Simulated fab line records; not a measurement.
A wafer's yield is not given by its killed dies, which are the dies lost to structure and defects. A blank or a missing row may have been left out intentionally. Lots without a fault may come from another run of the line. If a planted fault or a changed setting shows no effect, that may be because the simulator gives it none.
What tool caused it?    flow sky130    72 wafers from 24 lots sampled at 3 of the route's 708 steps

## WHAT THE GAUGES SHOWED, per wafer
SKY_LDD_P_CD_MEAS_07 targets a cd of 380 nm.
lot   measured      on        cdNm (nm)
L074  day 19 05:30  cdSem-01  383.4 381.6 379.5
L075  day 19 14:29  cdSem-02  382.7 382.9 380.8
L076  day 19 22:49  cdSem-01  378.9 378.9 379.7
L077  day 20 15:08  cdSem-02  382.6 380.8 383.7
L079  day 21 11:45  cdSem-01  379.7 374.8 379.5
L080  day 21 12:01  cdSem-02  380.6 383.0 382.2
L078  day 21 12:55  cdSem-01  379.2 380.7 378.3
L081  day 21 18:45  cdSem-01  382.5 381.7 383.0
L082  day 22 14:03  cdSem-02  382.2 382.9 381.8
L083  day 22 15:55  cdSem-02  379.1 380.5 377.0
L085  day 23 06:50  cdSem-02  379.1 379.4 378.7
L084  day 23 06:57  cdSem-02  382.7 381.7 381.6
L086  day 23 12:23  cdSem-01  374.5 379.3 376.8
L087  day 23 22:25  cdSem-02  380.1 377.6 376.3
L088  day 24 07:41  cdSem-02  379.6 381.1 379.9
L089  day 24 17:48  cdSem-02  379.3 377.0 378.1
L090  day 25 03:55  cdSem-01  381.5 381.1 380.0
L092  day 25 21:05  cdSem-01  383.2 381.7 382.1
L091  day 25 23:24  cdSem-02  382.5 384.8 382.9
L093  day 26 05:16  cdSem-01  382.6 381.8 382.2
L094  day 26 12:58  cdSem-02  377.1 376.4 378.6
L096  day 27 01:50  cdSem-02  383.5 382.3 380.9
L095  day 27 06:15  cdSem-01  381.7 378.5 378.4
L097  day 27 20:50  cdSem-01  374.8 373.2 374.3

SKY_SD_N_TW_MEAS_12.
lot   measured      on            SD_N_TW
L074  day 28 03:37  filmMetro-04  3964 3964 3973
L075  day 28 15:58  filmMetro-03  3993 4011 3994
L076  day 28 19:58  filmMetro-01  3981 3998 4006
L077  day 29 11:52  filmMetro-04  3939 3943 3932
L079  day 30 08:22  filmMetro-04  3939 3923 3920
L080  day 30 08:58  filmMetro-04  3926 3920 3932
L078  day 30 09:13  filmMetro-04  3924 3939 3941
L081  day 30 11:43  filmMetro-03  3965 3997 3963
L082  day 31 08:16  filmMetro-03  4003 4042 4013
L083  day 31 11:19  filmMetro-03  4041 4039 4028
L085  day 31 19:52  filmMetro-01  4004 3992 3961
L084  day 32 00:10  filmMetro-03  4031 3999 3999
L086  day 32 03:34  filmMetro-04  3984 3956 3979
L087  day 32 14:44  filmMetro-04  3963 3953 3951
L088  day 32 20:46  filmMetro-03  4017 4032 3991
L089  day 33 06:43  filmMetro-03  3988 4017 3978
L090  day 33 15:13  filmMetro-04  3916 3915 3899
L092  day 34 06:50  filmMetro-03  4003 4008 4016
L091  day 34 10:55  filmMetro-03  4009 4023 4001
L093  day 34 11:58  filmMetro-04  3966 3942 3943
L094  day 34 22:43  filmMetro-03  4011 4002 4001
L096  day 35 06:01  filmMetro-03  3988 4005 3991
L095  day 35 13:01  filmMetro-01  4001 3979 3965
L097  day 36 03:04  filmMetro-04  3933 3936 3959

SKY_LI_CONTACT_CD_MEAS_12 targets a cd of 170 nm.
lot   measured      on        cdNm (nm)
L074  day 29 08:51  cdSem-02  170.2 170.7 168.9
L075  day 29 21:15  cdSem-02  168.6 168.9 169.6
L076  day 30 01:28  cdSem-02  168.8 168.3 170.7
L077  day 30 17:00  cdSem-01  172.2 171.8 171.1
L079  day 31 13:47  cdSem-02  170.2 170.2 171.0
L080  day 31 13:49  cdSem-01  170.5 171.9 171.1
L078  day 31 14:44  cdSem-01  169.9 171.5 170.4
L081  day 31 17:09  cdSem-02  171.3 171.6 171.3
L082  day 32 12:55  cdSem-02  168.7 169.8 169.8
L083  day 32 17:09  cdSem-01  168.1 167.6 168.4
L085  day 33 00:38  cdSem-02  169.4 170.9 171.8
L084  day 33 05:06  cdSem-02  170.6 170.4 170.9
L086  day 33 08:29  cdSem-02  168.8 169.0 169.4
L087  day 33 18:43  cdSem-02  168.4 167.9 167.0
L088  day 34 01:04  cdSem-01  170.4 169.0 170.6
L089  day 34 10:49  cdSem-02  168.8 168.8 168.0
L090  day 34 18:40  cdSem-01  170.4 171.7 170.1
L092  day 35 10:47  cdSem-02  168.9 168.5 168.7
L091  day 35 14:55  cdSem-01  169.8 168.9 170.3
L093  day 35 16:02  cdSem-02  173.8 171.9 172.5
L094  day 36 02:51  cdSem-01  169.6 172.2 171.4
L096  day 36 09:32  cdSem-01  171.4 171.9 170.8
L095  day 36 16:52  cdSem-01  170.1 170.2 169.4
L097  day 37 06:50  cdSem-01  169.8 167.9 168.6

## WHICH TOOL RAN EACH LOT (tool, then ch and the chambers of the sampled wafers, then the start)
There is no process step in the record ahead of these readings.

## WHAT THE TOOLS THEMSELVES READ (means of the sampled wafers that have a number; where no wafer has one, the mark that the record gives instead)
The record holds no such reading with a usual standard deviation.

## THE ANSWER, worked out from the rows above alone
Rule: what is usual is taken from the lots themselves. The widest of any qualifying gaps counts: lots, ordered by their means at a reading, are off when they make up no more than a third of the lots, leave a main group of 4 or more, and stand apart from it by 3 or more times the standard deviation of that group's means. A main group whose means are all the same, to the digits that the tables above print for the reading, isn't used. A lot without any number at a reading at which 4 lots or more have one is off too. Where the step has rows for the other lots, those lots are counted as sound. First the gauges in route order, then the tools' own readings, where a lot's mean is used as printed above. At the first step where some lot is off, the reading lying furthest off is the one used; lots without a number count as furthest.
Nothing can be told from this: no lot is off at any reading shown.

## WHAT HAD BEEN PUT IN BY THE SIMULATOR
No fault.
